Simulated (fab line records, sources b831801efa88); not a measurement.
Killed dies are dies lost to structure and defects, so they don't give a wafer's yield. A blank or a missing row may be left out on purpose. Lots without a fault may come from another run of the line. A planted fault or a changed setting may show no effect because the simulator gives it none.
fab line records | flow sky130
record lots=13 wafers=39 last_day=50
route steps=708 shown VT_ADJUST_HVTP@92 SONOS_TUNNEL@161 POLY_GATE@228
lots that met no fault: from a run of the same line without faults
start_h: hours from the record's first day to the start of the lot's first wafer shown | wait_h: hours since the lot's step before | " the same as in the row above | L1.1+2: a row that stands for several wafers | - no value, or no start given | * or withheld: withheld | < > ~ a bound
route shown NAME@n: a module of which the file shows steps, and the number in the route of the first | usual: mean/standard deviation of fault-free wafers | same: alike in all rows | chamber/n: place in a boat | sites: the reading at each site | _std_site: their standard deviation | _edge_site: outer sites' mean less inner sites' | radius_mm: how far each site lies from the wafer's centre | mask NAME#n: copy n | behind: the tool/chamber that last shaped the wafer | hold: why the lot was held/for how many hours/how that ended | device: the transistor (n, p or np) that didn't switch | end of line: the same wafers' tests at the end of the route | a step without rows: its recipe alone | killed: dies lost to structure and defects at the first sort, not the wafer's yield | map: a wafer's dies, x killed, . not, _ none there
set.NAME: the setting as run; set.NAME@STEP: as run at that earlier step | model.NAME: the simulator's own value behind a step, which no gauge read
steps of the route over a sample of lots; a table a step, a row a wafer
services: from which hour (start_h, from the record's first day; less than 0 if before it) a tool's chamber was out of use, for how many hours, and why
## steps
# step SKY_VT_ADJUST_HVTP_CD_MEAS_07
# recipe target_cd_nm=380
# usual cd_nm=379.4/2.4
# columns lot.wafer tool chamber start_h wait_h cd_nm
L581.2 cd_sem-02 - 135.70 0.1 382.8
L581.3 " - " " 382.3
L581.6 " - " " 384.4
L582.1 cd_sem-01 - 145.31 0.1 376.6
L582.2 " - " " 376.9
L582.4 " - " " 377.1
L583.1 cd_sem-01 - 146.20 0.1 380.5
L583.2 " - " " 383.5
L583.5 " - " " 381.8
L584.2 cd_sem-02 - 149.88 0.1 378.4
L584.4 " - " " 379.6
L584.5 " - " " 380.2
L585.1 cd_sem-02 - 152.66 0.1 378.0
L585.2 " - " " 378.0
L585.5 " - " " 382.1
L588.3 cd_sem-01 - 167.35 0.1 377.0
L588.4 " - " " 377.4
L588.6 " - " " 377.9
L592.3 cd_sem-01 - 191.79 0.1 381.1
L592.4 " - " " 380.4
L592.6 " - " " 381.8
L596.2 cd_sem-02 - 218.52 0.1 380.3
L596.4 " - " " 381.1
L596.5 " - " " 380.2
L597.3 cd_sem-01 - 225.17 0.1 380.4
L597.4 " - " " 378.1
L597.6 " - " " 377.8
L600.1 cd_sem-02 - 248.38 0.1 380.0
L600.3 " - " " 380.8
L600.4 " - " " 376.4
L601.1 cd_sem-01 - 255.63 0.1 376.9
L601.5 " - " " 377.1
L601.6 " - " " 375.0
L602.2 cd_sem-02 - 261.50 0.1 381.4
L602.4 " - " " 383.6
L602.6 " - " " 383.6
L604.1 cd_sem-01 - 267.00 0.1 377.9
L604.3 " - " " 377.7
L604.6 " - " " 377.8
# step SKY_SONOS_TUNNEL_CD_MEAS_07
# recipe target_cd_nm=410
# usual cd_nm=410.0/1.7
# columns lot.wafer tool chamber start_h wait_h cd_nm
L581.2 cd_sem-01 - 265.15 0.1 410.6
L581.3 " - " " 408.4
L581.6 " - " " 408.3
L582.1 cd_sem-01 - 276.81 0.1 412.1
L582.2 " - " " 410.5
L582.4 " - " " 411.8
L583.1 cd_sem-01 - 277.93 0.1 410.8
L583.2 " - " " 409.9
L583.5 " - " " 408.6
L584.2 cd_sem-01 - 283.95 0.1 408.0
L584.4 " - " " 407.6
L584.5 " - " " 410.5
L585.1 cd_sem-01 - 285.35 0.1 408.5
L585.2 " - " " 409.7
L585.5 " - " " 411.5
L588.3 cd_sem-02 - 303.24 0.1 409.6
L588.4 " - " " 410.2
L588.6 " - " " 411.2
L592.3 cd_sem-02 - 332.39 0.1 410.2
L592.4 " - " " 410.7
L592.6 " - " " 412.6
L596.2 cd_sem-01 - 367.00 0.1 406.8
L596.4 " - " " 409.0
L596.5 " - " " 407.0
L597.3 cd_sem-01 - 375.92 0.1 409.9
L597.4 " - " " 411.0
L597.6 " - " " 409.9
L600.1 cd_sem-02 - 401.53 0.1 410.0
L600.3 " - " " 409.0
L600.4 " - " " 409.2
L601.1 cd_sem-02 - 412.36 0.1 412.2
L601.5 " - " " 411.0
L601.6 " - " " 411.6
L602.2 cd_sem-01 - 417.95 0.1 409.9
L602.4 " - " " 408.7
L602.6 " - " " 409.1
L604.1 cd_sem-01 - 426.60 0.1 410.9
L604.3 " - " " 410.8
L604.6 " - " " 410.5
# step SKY_POLY_GATE_OVL_MEAS_14
# usual POLY_GATE_OVL=0/5.4
# columns lot.wafer tool chamber start_h wait_h POLY_GATE_OVL[nm]
L581.2 overlay-02 - 389.75 0.1 -3
L581.3 " - " " -10
L581.6 " - " " -3
L583.1 overlay-01 - 401.37 0.1 1
L583.2 " - " " -1
L583.5 " - " " -6
L582.1 overlay-01 - 406.88 0.1 -1
L582.2 " - " " 5
L582.4 " - " " -3
L584.2 overlay-01 - 415.68 0.1 13
L584.4 " - " " 13
L584.5 " - " " 5
L585.1 overlay-01 - 416.02 0.1 6
L585.2 " - " " 3
L585.5 " - " " 5
L588.3 overlay-02 - 436.26 0.1 8
L588.4 " - " " 4
L588.6 " - " " 4
L592.3 overlay-01 - 468.14 0.1 -4
L592.4 " - " " -5
L592.6 " - " " -3
L596.2 overlay-02 - 501.83 0.1 3
L596.4 " - " " -2
L596.5 " - " " -4
L597.3 overlay-02 - 537.16 0.1 5
L597.4 " - " " 1
L597.6 " - " " 1
L600.1 overlay-01 - 542.18 0.1 2
L600.3 " - " " -2
L600.4 " - " " 4
L601.1 overlay-01 - 548.15 0.1 1
L601.5 " - " " -5
L601.6 " - " " -4
L602.2 overlay-01 - 551.37 0.1 2
L602.4 " - " " 0
L602.6 " - " " 0
L604.1 overlay-02 - 561.77 0.1 -8
L604.3 " - " " -1
L604.6 " - " " -6
# step SKY_POLY_GATE_ETCH_15
# recipe chemistry=N2/H2 target=BARC ion_energy_ev=200 source_w=500 bias_w=100 pressure_mtorr=30 n2_flow_sccm=100 h2_flow_sccm=200 stop_on=SiO2 time_s=118.5 target_depth_a=1100
# usual chamber_pressure_mTorr=30.003/0.026 drypump_motor_current_A=5.7/0.44 oes_product_au=0.716/0.0047 rf_fwd_power_W=497.6/1.5 throttle_valve_pct=13.212/0.0091
# columns lot.wafer tool chamber start_h wait_h chamber_pressure_mTorr drypump_motor_current_A oes_product_au rf_fwd_power_W rf_hours_counter_h throttle_valve_pct
L581.2 rie_diel-01 0 389.78 0.0 30.003 5.8 0.724 495.4 4 13.213
L581.3 " 2 " " 30.027 5.3 0.716 495.0 10 13.212
L581.6 " 3 " " 29.973 5.4 0.720 499.3 - 13.202
L583.1 rie_diel-03 3 401.41 0.0 30.036 5.8 0.714 498.9 6 13.218
L583.2 " 2 " " 30.027 6.1 0.721 497.5 36 13.218
L583.5 " 2 " " 29.990 6.1 0.721 495.6 - 13.210
L582.1 rie_diel-03 1 406.91 0.0 29.972 5.7 0.710 495.1 3 13.202
L582.2 " 2 " " 30.000 6.1 0.711 498.8 36 13.217
L582.4 " 0 " " 29.994 5.6 0.713 497.4 105 13.200
L584.2 rie_diel-01 3 415.71 0.0 30.022 5.4 0.722 497.5 11 13.220
L584.4 " 2 " " 29.998 5.3 0.716 499.8 - 13.205
L584.5 " 0 " " 30.068 5.7 0.721 499.4 - 13.208
L585.1 rie_diel-03 1 416.06 0.0 30.020 5.7 0.717 496.9 4 13.211
L585.2 " 3 " " 29.990 5.8 0.716 500.9 6 13.218
L585.5 " 0 " " 30.045 5.5 0.719 496.9 - 13.212
L588.3 rie_diel-03 1 436.28 0.0 29.992 5.7 0.712 495.6 4 13.211
L588.4 " 1 " " 29.990 5.7 0.718 494.4 - 13.211
L588.6 " 3 " " 35.995 5.8 0.716 497.7 - 13.219
L592.3 rie_diel-02 1 468.16 0.0 30.038 5.9 0.715 495.4 1 13.212
L592.4 " 2 " " 29.979 4.6 0.713 496.7 44 13.203
L592.6 " 0 " " 30.027 6.2 0.720 498.8 - 13.201
L596.2 rie_diel-03 0 501.86 0.0 30.024 5.6 0.722 496.9 1 13.214
L596.4 " 2 " " 30.020 6.1 0.724 497.1 38 13.211
L596.5 " 1 " " 29.956 5.7 0.724 498.4 - 13.203
L597.3 rie_diel-03 3 537.18 0.0 30.004 5.8 0.712 497.4 8 13.205
L597.4 " 2 " " 29.978 6.1 0.717 496.6 39 13.208
L597.6 " 0 " " 29.991 5.6 0.716 501.1 - 13.209
L600.1 rie_diel-03 2 542.21 0.0 30.007 6.1 0.715 496.9 39 13.217
L600.3 " 3 " " 29.987 5.8 0.716 499.0 8 13.227
L600.4 " 0 " " 29.994 5.6 0.720 498.2 1 13.221
L601.1 rie_diel-01 3 548.18 0.0 30.006 5.4 0.710 497.0 14 13.218
L601.5 " 2 " " 30.026 5.3 0.709 497.3 - 13.216
L601.6 " 3 " " 29.990 5.4 0.724 498.3 - 13.214
L602.2 rie_diel-03 0 551.40 0.0 30.010 5.5 0.709 498.0 2 13.223
L602.4 " 2 " " 30.022 6.1 0.713 494.4 39 13.207
L602.6 " 0 " " 29.986 5.5 0.722 496.2 - 13.212
L604.1 rie_diel-01 1 561.80 0.0 29.997 6.6 0.717 498.7 2 13.208
L604.3 " 3 " " 29.987 5.4 0.713 494.7 14 13.218
L604.6 " 0 " " 29.964 5.8 0.713 497.2 - 13.200
## services
# columns tool chamber start_h hours kind
rie_diel-03 - 386.97 0.7 repair
rie_diel-03 3 390.82 1.6 repair
rie_diel-02 1 403.05 - clean
rie_diel-02 1 403.05 16.6 scheduled_down
rie_diel-02 1 403.05 16.6 vent_cycle
rie_diel-01 1 412.55 - clean
rie_diel-01 1 412.55 19.0 scheduled_down
rie_diel-01 1 412.55 19.0 vent_cycle
rie_diel-03 0 428.77 - clean
rie_diel-03 0 428.77 22.5 scheduled_down
rie_diel-03 0 428.77 22.5 vent_cycle
rie_diel-03 - 435.60 0.4 repair
rie_diel-01 - 457.44 0.4 repair
rie_diel-01 3 480.52 9.2 repair
rie_diel-01 - 517.57 2.8 pm
rie_diel-01 - 530.56 1.6 repair
rie_diel-01 1 530.62 11.2 repair
rie_diel-02 3 550.47 7.9 repair
## key
first_sign step=SKY_POLY_GATE_ETCH_15 reading=chamber_pressure_mTorr direction=up sigmas=99+ usual=30.003 struck=35.995
effect none on later readings
met_at SKY_POLY_GATE_ETCH_15
struck_lots L588
struck_wafers L588.6
tester_left_out L588
not_acting_at SKY_VT_ADJUST_HVTP_CD_MEAS_07,SKY_SONOS_TUNNEL_CD_MEAS_07,SKY_POLY_GATE_OVL_MEAS_14
onset_between 416.06 436.28
fault kind=process_parameter_drift tool=rie_diel-03 chamber=3 onset_h=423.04 steps=SKY_POLY_GATE_ETCH_15 channel=pressure_mtorr offset=6 shape=step end_h=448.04 acts_in=these_recipes_only stated=30
# tester_left_out: of these lots the tester's yield and bins aren't shown, on N5 and GAA mostly nor the transistor test; their killed dies are dies lost to structure and defects alone, not to doping, threshold or leakage, so they don't give the yield
